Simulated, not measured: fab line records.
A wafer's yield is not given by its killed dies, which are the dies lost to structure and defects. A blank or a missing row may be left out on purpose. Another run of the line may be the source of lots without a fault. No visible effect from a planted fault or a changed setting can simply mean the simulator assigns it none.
What tool caused it? :: flow gf180mcu :: 45 wafers from 15 lots sampled at 2 of the route's 602 steps

== WHAT THE GAUGES SHOWED, per wafer ==
GF_MVSD_TW_MEAS_11.
lot: L399
measured: day 4 10:32
on: film_metro-04
MVSD_TW: 1603 1598 1596

lot: L400
measured: day 4 17:19
on: film_metro-01
MVSD_TW: 1583 1590 1582

lot: L401
measured: day 4 22:12
on: film_metro-04
MVSD_TW: 1605 1607 1600

lot: L403
measured: day 5 11:06
on: film_metro-02
MVSD_TW: 1591 1590 1585

lot: L404
measured: day 5 16:09
on: film_metro-01
MVSD_TW: 1582 1584 1585

lot: L405
measured: day 6 00:10
on: film_metro-01
MVSD_TW: 1599 1589 1595

lot: L406
measured: day 6 06:04
on: film_metro-04
MVSD_TW: 1576 1587 1593

lot: L408
measured: day 6 14:57
on: film_metro-01
MVSD_TW: 1591 1584 1588

lot: L409
measured: day 6 20:02
on: film_metro-02
MVSD_TW: 1583 1580 1585

lot: L413
measured: day 7 21:19
on: film_metro-01
MVSD_TW: 1586 1592 1588

lot: L414
measured: day 8 02:05
on: film_metro-04
MVSD_TW: 1622 1626 1613 1606 1622 1610

lot: L415
measured: day 8 09:27
on: film_metro-04
MVSD_TW: 1584 1586 1592

lot: L416
measured: day 8 12:07
on: film_metro-01
MVSD_TW: 1608 1613 1612

lot: L417
measured: day 8 22:22
on: film_metro-02
MVSD_TW: 1621 1628 1618 1617 1620 1614

lot: L420
measured: day 9 12:02
on: film_metro-01
MVSD_TW: 1581 1583 1582

== WHAT TOOL EACH LOT RAN ON (gives the tool, then ch and the chambers of the sampled wafers, and finally the start) ==
lot: L399
GF_MVSD_IMPLANT_09: implanter-03 ch 0, day 4 10:17

lot: L400
GF_MVSD_IMPLANT_09: implanter-04 ch 0, day 4 17:05

lot: L401
GF_MVSD_IMPLANT_09: implanter-04 ch 0, day 4 21:58

lot: L403
GF_MVSD_IMPLANT_09: implanter-04 ch 0, day 5 10:51

lot: L404
GF_MVSD_IMPLANT_09: implanter-03 ch 0, day 5 15:54

lot: L405
GF_MVSD_IMPLANT_09: implanter-03 ch 0, day 5 23:55

lot: L406
GF_MVSD_IMPLANT_09: implanter-03 ch 0, day 6 05:49

lot: L408
GF_MVSD_IMPLANT_09: implanter-03 ch 0, day 6 14:43

lot: L409
GF_MVSD_IMPLANT_09: implanter-01 ch 0, day 6 19:47

lot: L413
GF_MVSD_IMPLANT_09: implanter-03 ch 0, day 7 21:05

lot: L414
GF_MVSD_IMPLANT_09: implanter-03 ch 0, day 8 01:50

lot: L415
GF_MVSD_IMPLANT_09: implanter-01 ch 0, day 8 09:13

lot: L416
GF_MVSD_IMPLANT_09: implanter-03 ch 0, day 8 11:53

lot: L417
GF_MVSD_IMPLANT_09: implanter-03 ch 0, day 8 22:08

lot: L420
GF_MVSD_IMPLANT_09: implanter-04 ch 0, day 9 11:47
- GF_MVSD_IMPLANT_09

== WHAT THE TOOLS THEMSELVES READ (means of the sampled wafers that have a number; where no wafer has one, the mark that the record gives instead) ==
GF_MVSD_IMPLANT_09.
lot: L399
tool: implanter-03
tilt_deg (degrees): -0.002

lot: L400
tool: implanter-04
tilt_deg (degrees): -0.021

lot: L401
tool: implanter-04
tilt_deg (degrees): -0.007

lot: L403
tool: implanter-04
tilt_deg (degrees): -0.003

lot: L404
tool: implanter-03
tilt_deg (degrees): -0.025

lot: L405
tool: implanter-03
tilt_deg (degrees): 0.003

lot: L406
tool: implanter-03
tilt_deg (degrees): -0.005

lot: L408
tool: implanter-03
tilt_deg (degrees): 0.004

lot: L409
tool: implanter-01
tilt_deg (degrees): -0.016

lot: L413
tool: implanter-03
tilt_deg (degrees): 0.014

lot: L414
tool: implanter-03
tilt_deg (degrees): 8.800

lot: L415
tool: implanter-01
tilt_deg (degrees): -0.008

lot: L416
tool: implanter-03
tilt_deg (degrees): 8.770

lot: L417
tool: implanter-03
tilt_deg (degrees): 8.799

lot: L420
tool: implanter-04
tilt_deg (degrees): -0.013

== THE ANSWER, worked out from the rows above alone ==
Rule: usual is defined by the lots themselves. Put in order of their means at a reading, lots are off if they are a third of the lots or fewer, leave a main group of 4 or more, and stand apart from it by a gap of 3 or more times the standard deviation of the main group's means; of several such gaps the widest counts. If all means in a main group match to the digits the tables above print for the reading, that group is not used. Also off: a lot with no number at a reading for which 4 or more lots have one. The other lots that the step has rows for count as sound. The gauges are gone through in route order, then the tools' own readings, and for those a lot's mean is taken as printed above. At the first step where some lot is off, the reading lying furthest off is the one used; lots without a number count as furthest.
Off at GF_MVSD_IMPLANT_09 (tilt_deg): L414, L416, L417. The main group: mean -0.007 degrees, standard deviation 0.011.
A tool fits if, at that step or a process step before it, it ran every lot that is off, and no sound lot after the first of them. One fits: implanter-03 at GF_MVSD_IMPLANT_09. Its last sound lot is L413 (day 7 21:05), its first lot that is off L414 (day 8 01:50): a fault that began between those two fits.
The tool's own readings at GF_MVSD_IMPLANT_09 bear it out: on the lots that are off they differ by more than 5 times the standard deviation of the sound lots' means. tilt_deg reads 8.790 degrees there against -0.007 degrees on the sound lots.

== WHAT THE SIMULATOR HAD INSERTED ==
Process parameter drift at GF_MVSD_IMPLANT_09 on implanter-03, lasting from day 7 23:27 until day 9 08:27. From 0, the setting tilt_deg moved by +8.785. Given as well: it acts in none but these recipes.
Lots struck among those shown: L414, L416, L417. The same result came from the rule above.
